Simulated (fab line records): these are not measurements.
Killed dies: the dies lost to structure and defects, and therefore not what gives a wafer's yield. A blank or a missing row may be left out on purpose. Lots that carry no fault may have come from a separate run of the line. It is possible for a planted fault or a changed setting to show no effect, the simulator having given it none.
Chamber matching + flow gf180mcu + GF_STI_CMP_25 on cmp-02: 4 sister chambers
The step polishes, stops on Si3N4, t overpolish 33 s, target thk 524.6 nm. 8 wafers are shown with their chamber, then 8 later ones without.

WAFERS PAIRED WITH THEIR CHAMBERS
| wafer  | chamber | motor current A (A) | edge zone pressure frac |
|--------|---------|---------------------|-------------------------|
| L286.2 | 3       | 10.5                | 1.010                   |
| L292.1 | 0       | 13.0                | 1.002                   |
| L292.2 | 2       | 12.2                | 1.004                   |
| L292.5 | 2       | 12.0                | 1.006                   |
| L297.3 | 1       | 11.4                | 0.994                   |
| L297.5 | 0       | 12.8                | 0.996                   |
| L297.6 | 3       | 10.7                | 1.011                   |
| L298.1 | 1       | 10.9                | 1.001                   |

WAFERS WHOSE CHAMBER IS MISSING
| wafer  | motor current A (A) | edge zone pressure frac |
|--------|---------------------|-------------------------|
| L298.4 | 12.1                | 1.010                   |
| L298.6 | 12.0                | 1.000                   |
| L299.2 | 12.1                | 0.993                   |
| L299.4 | 10.6                | 0.997                   |
| L299.5 | 11.9                | 0.997                   |
| L300.3 | 13.7                | 1.010                   |
| L300.4 | 10.3                | 1.006                   |
| L300.5 | 12.5                | 0.987                   |

EACH ONE'S CHAMBER
| wafer  | from the rows above          | in truth |
|--------|------------------------------|----------|
| L298.4 | 2                            | 2        |
| L298.6 | 2                            | 2        |
| L299.2 | can't be placed: 2 or 0 or 1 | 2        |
| L299.4 | can't be placed: 1 or 3      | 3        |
| L299.5 | can't be placed: 2 or 1      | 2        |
| L300.3 | 0                            | 0        |
| L300.4 | 3                            | 3        |
| L300.5 | can't be placed: 0 or 2      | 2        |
Placed correctly: 4 of 8. Not placeable from these rows: 4 (in 4, the candidates include the true chamber). 0 placed wrongly.
How it was worked out, from the rows above alone: a wafer's distance from a chamber is the root of the sum, over the readings, of the square of ((its reading less the chamber's mean) divided by the reading's scatter). The wafer belongs to the nearest chamber; if the next one is less than 2 further off, it can't be placed. For every chamber, the mean is computed from those of its wafers that are shown. The scatter: the root of (the sum of the squares of (reading less its chamber's mean) over the shown wafers, divided by (wafers less chambers)).
